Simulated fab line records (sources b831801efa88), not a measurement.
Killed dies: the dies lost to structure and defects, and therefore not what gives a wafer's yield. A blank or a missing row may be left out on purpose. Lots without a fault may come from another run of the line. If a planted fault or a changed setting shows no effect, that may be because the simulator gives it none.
Comparing a struck lot with a sound one    flow sky130    16 steps out of a route of 708
Sound: these wafers, L410.2, L410.3, L410.4. Wafers L415.3, L415.4, L415.5 were the ones struck. At the end, the cause is stated.
Per side, at each step with rows, come the tool, then ch with its chambers, and then its first start. Under that, the readings that differ: sound wafers    struck wafers    difference of the means    sigmas: that difference in standard deviations of wafers without a fault.
alike: words and numbers the same on both sides, and readings whose means are apart by under 2 such deviations; not compared: readings that were withheld, readings missing a value for some wafer, numbers with overlapping values and no deviation given by the record, and bounds like >300 which may hide the same value.
The two part at a step that has a row with sigmas, a row that says differs or no value, or rows on one side only. Non-overlapping numbers with no deviation appear without sigmas and do not part them. Lack of a reading on every wafer of one side parts them only where that side has two or more wafers.

SKY_VT_ADJUST_HVTP_OVL_MEAS_08:
  sound: overlay-02 at day 6 11:55; struck: overlay-02 at day 7 22:22
  alike: VT_ADJUST_HVTP_OVL
after that, 1 step had no rows for these wafers: SKY_VT_ADJUST_HVTP_IMPLANT_09.
SKY_VT_ADJUST_HVTP_STRIP_10: strips in O2/N2.
  sound on plasma asher-03 ch 0,1, day 6 12:06; struck on plasma asher-01 ch 0,1, day 7 22:35
  alike: drypump motor current A, oes product au, strip time to endpoint s
  not compared: rf hours counter h
SKY_VT_ADJUST_HVTP_TW_MEAS_11:
  sound: film metro-03 at day 6 12:13; struck: film metro-01 at day 7 22:40
  alike: VT_ADJUST_HVTP_TW
then, 7 steps without rows for these wafers: SKY_VT_ADJUST_LVTN_DEHYDRATE_00 (time 60 s); SKY_VT_ADJUST_LVTN_HMDS_01 (prime time 60 s); SKY_VT_ADJUST_LVTN_COAT_02 (resist thk 3000 nm); SKY_VT_ADJUST_LVTN_SOFTBAKE_03; SKY_VT_ADJUST_LVTN_EXPOSE_04 (exposes mask NWM COMPLEMENT LESS NATIVE, target cd 840 nm); SKY_VT_ADJUST_LVTN_PEB_05; SKY_VT_ADJUST_LVTN_DEVELOP_06 (develop time 60 s).
SKY_VT_ADJUST_LVTN_OVL_MEAS_07:
  sound: overlay-02 at day 7 07:29; struck: overlay-01 at day 8 19:07
reading                  sound        struck          difference  sigmas
VT_ADJUST_LVTN_OVL (nm)  1.8 0.4 1.3  -2.2 -1.9 -0.9  -2.8        -2
SKY_VT_ADJUST_LVTN_IMPLANT_08:
  sound on implanter-01 ch 0, day 7 07:32; struck on implanter-02 ch 0, day 8 19:12
reading                    sound              struck             difference  sigmas
implant ion amu            11 11 11           31 31 31           +20         
model.implant.rp nm (nm)   95.95 95.95 95.95  36.7 36.7 36.7     -59.2       
model.implant.drp nm (nm)  42.97 42.97 42.97  16.56 16.56 16.56  -26.41      
  alike: end station pressure torr, faraday current uA
SKY_VT_ADJUST_LVTN_STRIP_09: strips in O2/N2.
  sound on plasma asher-02 ch 0,1, day 7 07:40; struck on plasma asher-01 ch 0,1, day 8 19:20
reading                       sound              struck             difference  sigmas
strip time to endpoint s (s)  37.00 37.11 37.08  36.88 36.75 36.81  -0.25       -2
  alike: drypump motor current A, oes product au
  not compared: rf hours counter h
SKY_VT_ADJUST_LVTN_TW_MEAS_10:
  sound: film metro-02 at day 7 07:46; struck: film metro-02 at day 8 19:25
reading            sound              struck             difference  sigmas
VT_ADJUST_LVTN_TW  234.7 235.9 235.5  461.4 465.9 462.6  +227.9      +79
then, 1 step without rows for these wafers: SKY_VT_ADJUST_LVTN_DEHYDRATE_11 (time 60 s).

WHERE THEY PART
First at SKY_VT_ADJUST_LVTN_OVL_MEAS_07; last, within this record, at SKY_VT_ADJUST_LVTN_TW_MEAS_10.

WHY: whatever the simulator had introduced
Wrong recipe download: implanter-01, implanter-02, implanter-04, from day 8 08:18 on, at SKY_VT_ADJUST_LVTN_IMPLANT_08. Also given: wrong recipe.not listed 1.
